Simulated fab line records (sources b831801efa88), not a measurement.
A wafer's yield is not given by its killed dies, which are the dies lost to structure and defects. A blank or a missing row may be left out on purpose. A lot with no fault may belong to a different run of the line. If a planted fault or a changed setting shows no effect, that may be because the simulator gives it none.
Which tool did it? | flow gf180mcu | 33 wafers from 11 lots sampled at 5 of the route's 602 steps

## WHAT THE GAUGES READ, wafer by wafer
GF_POLY_GATE_CD_MEAS_18. Usual: 280.0 nm for cdNm, sd 1.6.
lot  | measured     | on       | cdNm (nm)         | flag
L862 | day 9 17:26  | cdSem-02 | 280.0 281.6 281.6 | 
L863 | day 10 01:37 | cdSem-02 | 280.9 280.2 284.2 | 
L865 | day 10 20:41 | cdSem-01 | 280.0 277.2 280.5 | 
L868 | day 11 15:22 | cdSem-01 | 282.4 280.7 281.3 | 
L869 | day 12 02:06 | cdSem-02 | 278.4 281.1 280.4 | 
L870 | day 12 07:10 | cdSem-02 | 279.7 280.2 280.2 | 
L879 | day 14 22:49 | cdSem-01 | 279.5 278.7 281.7 | 
L880 | day 15 06:26 | cdSem-02 | 278.4 278.8 281.0 | 
L881 | day 15 14:47 | cdSem-02 | 278.4 278.8 279.6 | 
L882 | day 15 18:58 | cdSem-02 | 280.6 283.6 282.1 | 
L883 | day 16 13:04 | cdSem-02 | 279.1 280.4 277.8 | 

GF_HV_LDD_OVL_MEAS_08. Usual: HV_LDD_OVL gives 0.1 nm (standard deviation 1.3).
lot  | measured     | on         | HV_LDD_OVL (nm) | flag
L862 | day 10 11:37 | overlay-01 | -1.1 -1.5 -1.9  | 
L863 | day 10 19:41 | overlay-02 | -0.7 -0.4 -1.3  | 
L865 | day 11 15:20 | overlay-02 | 2.0 0.9 0.5     | 
L868 | day 12 11:14 | overlay-02 | -0.7 -0.7 -1.4  | 
L869 | day 12 21:53 | overlay-02 | 1.0 2.4 2.4     | 
L870 | day 13 03:04 | overlay-01 | -0.6 1.8 -0.1   | 
L879 | day 15 20:40 | overlay-02 | -1.3 -2.0 0.5   | 
L880 | day 16 04:37 | overlay-01 | 0.2 0.9 1.5     | 
L881 | day 16 11:52 | overlay-01 | 0.9 1.1 0.8     | 
L882 | day 16 17:35 | overlay-01 | 1.9 0.1 0.5     | 
L883 | day 17 11:22 | overlay-01 | -1.0 0.8 0.0    | 

GF_HV_LDD_THK_MEAS_57. Usual: HV_LDD_CVD_56_THK gives 89.7 nm (standard deviation 0.83).
lot  | measured     | on           | HV_LDD_CVD_56_THK (nm)        | flag
L862 | day 13 01:09 | filmMetro-04 | 89.7 89.6 89.2                | 
L863 | day 13 09:37 | filmMetro-03 | 90.1 90.3 89.7                | 
L865 | day 14 08:01 | filmMetro-04 | 90.4 90.5 92.0                | 
L868 | day 15 04:01 | filmMetro-01 | 89.1 88.9 89.3                | 
L869 | day 15 15:32 | filmMetro-04 | 65.7 65.0 64.9 65.6 65.0 65.0 | OFF
L870 | day 15 21:59 | filmMetro-03 | 64.5 64.3 64.4 64.5 64.3 64.4 | OFF
L879 | day 18 21:11 | filmMetro-04 | 88.2 88.8 88.5                | 
L880 | day 19 04:25 | filmMetro-03 | 89.7 89.8 89.8                | 
L881 | day 19 11:25 | filmMetro-04 | 89.3 89.5 88.8                | 
L882 | day 19 17:32 | filmMetro-04 | 89.6 89.9 89.3                | 
L883 | day 20 15:08 | filmMetro-01 | 90.6 90.9 90.9                | 

## WHAT TOOL EACH LOT RAN ON (gives the tool, then ch and the chambers of the sampled wafers, and finally the start)
lot  | GF_HV_LDD_RTA_52                | GF_HV_LDD_CVD_56
L862 | rtpAnneal-02 ch 0, day 12 21:40 | lpcvd-01 ch 0, day 12 23:43
L863 | rtpAnneal-02 ch 0, day 13 06:55 | lpcvd-01 ch 1, day 13 08:11
L865 | rtpAnneal-01 ch 0, day 14 05:00 | lpcvd-02 ch 1, day 14 06:34
L868 | rtpAnneal-02 ch 0, day 15 01:19 | lpcvd-01 ch 1, day 15 02:35
L869 | rtpAnneal-01 ch 0, day 15 12:50 | lpcvd-01 ch 1, day 15 14:05
L870 | rtpAnneal-01 ch 0, day 15 19:17 | lpcvd-01 ch 1, day 15 20:32
L879 | rtpAnneal-02 ch 0, day 18 17:46 | lpcvd-01 ch 0, day 18 19:02
L880 | rtpAnneal-02 ch 0, day 19 01:43 | lpcvd-02 ch 1, day 19 02:59
L881 | rtpAnneal-01 ch 0, day 19 08:43 | lpcvd-02 ch 1, day 19 09:59
L882 | rtpAnneal-02 ch 0, day 19 14:50 | lpcvd-02 ch 0, day 19 16:05
L883 | rtpAnneal-02 ch 0, day 20 11:55 | lpcvd-01 ch 0, day 20 13:42
- GF_HV_LDD_RTA_52: time 10 s.
- GF_HV_LDD_CVD_56: deposits Si3N4 from DCS/NH3, target thk 90 nm, time 1543 s.

## WHAT THE TOOLS THEMSELVES READ (means of the sampled wafers that have a number; where no wafer has one, the mark that the record gives instead)
GF_HV_LDD_RTA_52. Usual: lampPowerPct 31.4 %, standard deviation 2.4; wafer_temp_C_max 1003.2, standard deviation 1.2.
lot  | tool         | lampPowerPct (%) | wafer_temp_C_max | flag
L862 | rtpAnneal-02 | 29.2             | 1003.7           | 
L863 | rtpAnneal-02 | 29.2             | 1003.4           | 
L865 | rtpAnneal-01 | 34.0             | 1001.8           | 
L868 | rtpAnneal-02 | 29.2             | 1004.2           | 
L869 | rtpAnneal-01 | 34.0             | 1002.4           | 
L870 | rtpAnneal-01 | 34.1             | 1002.4           | 
L879 | rtpAnneal-02 | 29.2             | 1005.0           | 
L880 | rtpAnneal-02 | 29.2             | 1003.8           | 
L881 | rtpAnneal-01 | 34.0             | 1001.0           | 
L882 | rtpAnneal-02 | 29.2             | 1003.5           | 
L883 | rtpAnneal-02 | 29.2             | 1003.8           | 

GF_HV_LDD_CVD_56. Usual: spikeTcBottomC is 787.5 C with standard deviation 2.4, spikeTcCentreC is 771.0 C with standard deviation 1.3, spikeTcLowerC is 770.3 C with standard deviation 1.1, spikeTcTopC is 780.4 C with standard deviation 1.5, spikeTcUpperC is 770.1 C with standard deviation 1.1, susceptorTempC is 770.0 C with standard deviation 0.36, and zonePowerBottomPct is 20.5 % with standard deviation 2.2.
lot  | tool     | spikeTcBottomC (C) | spikeTcCentreC (C) | spikeTcLowerC (C) | spikeTcTopC (C) | spikeTcUpperC (C) | susceptorTempC (C) | zonePowerBottomPct (%) | flag
L862 | lpcvd-01 | 783.8              | 770.4              | 770.7             | 780.2           | 769.9             | 769.6              | 24.0                   | 
L863 | lpcvd-01 | 786.4              | 772.1              | 770.6             | 779.2           | 771.2             | 769.9              | 21.4                   | 
L865 | lpcvd-02 | 789.2              | 770.5              | 770.1             | 781.7           | 772.1             | 769.8              | 18.5                   | 
L868 | lpcvd-01 | 785.6              | 771.7              | 769.2             | 779.7           | 771.1             | 769.8              | 21.3                   | 
L869 | lpcvd-01 | 770.3              | 756.5              | 753.8             | 763.6           | 753.8             | 753.7              | 20.4                   | OFF
L870 | lpcvd-01 | 770.2              | 755.8              | 753.6             | 764.4           | 754.3             | 753.9              | 20.5                   | OFF
L879 | lpcvd-01 | 785.1              | 770.6              | 771.0             | 781.7           | 770.0             | 770.1              | 23.9                   | 
L880 | lpcvd-02 | 789.7              | 769.7              | 770.2             | 781.0           | 770.1             | 769.9              | 18.4                   | 
L881 | lpcvd-02 | 789.1              | 770.1              | 770.6             | 781.3           | 771.4             | 769.8              | 18.4                   | 
L882 | lpcvd-02 | 790.2              | 770.5              | 769.6             | 781.7           | 770.4             | 770.7              | 18.4                   | 
L883 | lpcvd-01 | 784.9              | 770.6              | 771.5             | 780.3           | 769.4             | 769.8              | 23.8                   | 

## THE ANSWER, worked out from the rows above alone
Rule: a lot is off if the mean of its wafers that have a number lies more than 3 standard deviations from the usual mean. A lot without any number at a reading at which 4 lots or more have one is off too. All remaining lots with rows at the step are treated as sound. Order of review: gauges by route order, followed by the tools' own readings, for which a lot's mean as printed above is used. The first step at which some lot is off is used, and at that step the reading that is off furthest; a lot without a number counts as furthest.
Off: at GF_HV_LDD_THK_MEAS_57 (HV_LDD_CVD_56_THK), L869, L870.
A tool fits if, at a process step before that reading, it ran every lot that is off, and no sound lot after the first of them. Not tried: the gauges at GF_HV_LDD_THK_MEAS_57; whatever is off there is also off at GF_HV_LDD_CVD_56, on other tools, and gauge error can't account for it. None of those tried fits.

## WHAT THE SIMULATOR PUT IN
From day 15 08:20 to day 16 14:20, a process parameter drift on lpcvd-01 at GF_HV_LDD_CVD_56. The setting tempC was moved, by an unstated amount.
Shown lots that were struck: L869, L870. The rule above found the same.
